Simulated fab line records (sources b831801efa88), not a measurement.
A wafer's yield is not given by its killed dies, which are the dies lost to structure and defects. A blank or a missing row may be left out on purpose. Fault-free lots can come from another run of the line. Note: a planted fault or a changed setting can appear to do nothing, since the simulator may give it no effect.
One fault seen from 2 desks + flow gf180mcu + numbers are kept per desk, each desk with only its own; the story behind them comes last

THE TOOL OWNER'S DESK: implanter-02
The tool's own readings at GF_LVPWELL_IMPLANT_09, given as means over the sampled wafers that have a number, one for each lot that went through this tool. The brackets show how far a lot's mean lies from the usual mean; more than 4 standard deviations puts the lot out of limits, marked OUT.
Columns: A = beam energy keV at GF_LVPWELL_IMPLANT_09, usual 60.003; B = beam on s at GF_LVPWELL_IMPLANT_09, usual 10.00 s; C = faraday current uA at GF_LVPWELL_IMPLANT_09, usual 28.2
| lot  | first seen here | A      | B     | C    |
|------|-----------------|--------|-------|------|
| L215 | day 4 01:11     | 60.013 | 9.87  | 28.5 |
| L216 | day 4 02:40     | 59.994 | 10.01 | 28.1 |
| L217 | day 4 08:21     | 59.994 | 9.87  | 28.6 |
| L219 | day 4 17:58     | 60.007 | 10.13 | 27.9 |
| L224 | day 6 06:49     | 59.995 | 10.06 | 28.1 |
| L235 | day 8 19:47     | 59.998 | 10.05 | 28.1 |
| L237 | day 9 04:16     | 60.018 | 10.00 | 28.2 |
| L238 | day 9 18:32     | 60.022 | 10.11 | 27.9 |
This desk found nothing out of limits on any of the 8 lots.

METROLOGY DESK
Means of the sampled wafers that have a number, per lot and without regard to the tool the lot ran on: this is what the gauges read. The brackets show how far a lot's mean lies from the usual mean; more than 4 standard deviations puts the lot out of limits, marked OUT.
Columns: A = LVPWELL_TW at GF_LVPWELL_TW_MEAS_11, usual 561.5; B = LVPWELL_RS at GF_VT_IMPLANT_RS_MEAS_48, usual 1197 ohm/sq; C = cd nm at GF_PSD_CD_MEAS_07, usual 401.0 nm; D = M1_ALCU_THK at GF_M1_THK_MEAS_06, usual 450 nm
| lot  | first seen here | A               | B              | C     | D   |
|------|-----------------|-----------------|----------------|-------|-----|
| L215 | day 4 01:25     | 558.9           | 1198           | 402.1 | 458 |
| L216 | day 4 02:55     | 560.3           | 1203           | 405.8 | 454 |
| L217 | day 4 08:36     | 564.9           | 1193           | 397.2 | 458 |
| L219 | day 4 18:12     | 563.8           | 1200           | 400.8 | 441 |
| L220 | day 4 21:56     | 561.9           | 1198           | 398.7 | 448 |
| L222 | day 5 20:59     | 559.5           | 1192           | 400.0 | 452 |
| L224 | day 6 07:03     | 558.6           | 1196           | 401.2 | 450 |
| L228 | day 7 02:22     | 561.5           | 1197           | 399.6 | 452 |
| L232 | day 7 17:56     | 525.2 (-13) OUT | 1540 (+93) OUT | -     | -   |
| L233 | day 8 03:13     | 525.3 (-13) OUT | 1532 (+91) OUT | -     | -   |
| L235 | day 8 20:02     | 559.7           | 1199           | 401.3 | 452 |
| L236 | day 9 03:24     | 559.7           | 1204           | 403.7 | 450 |
| L237 | day 9 04:29     | 558.2           | 1196           | 406.0 | 447 |
| L238 | day 9 18:52     | 564.6           | 1198           | 395.7 | 455 |
This desk finds L232, L233 out of limits, with the earliest case on L232 at day 7 17:56 (LVPWELL_TW at GF_LVPWELL_TW_MEAS_11). L215, L216, L217, L219, L220, L222, L224, L228, L235, L236, L237, L238 stayed within limits.

TAKEN TOGETHER
An alarm was possible from the metrology desk at day 7 17:56, on L232, L233.
The desk of the tool owner found nothing out of limits.
The tool owner's desk has no number on record for L232, L233.
Every lot named ran GF_LVPWELL_IMPLANT_09 on implanter-02.

WHAT HAD BEEN PUT IN BY THE SIMULATOR
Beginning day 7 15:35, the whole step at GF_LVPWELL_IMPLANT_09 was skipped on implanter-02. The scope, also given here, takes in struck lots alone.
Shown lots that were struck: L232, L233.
Delay in hours, fault start to first out-of-limits reading, per desk: metrology desk 2.
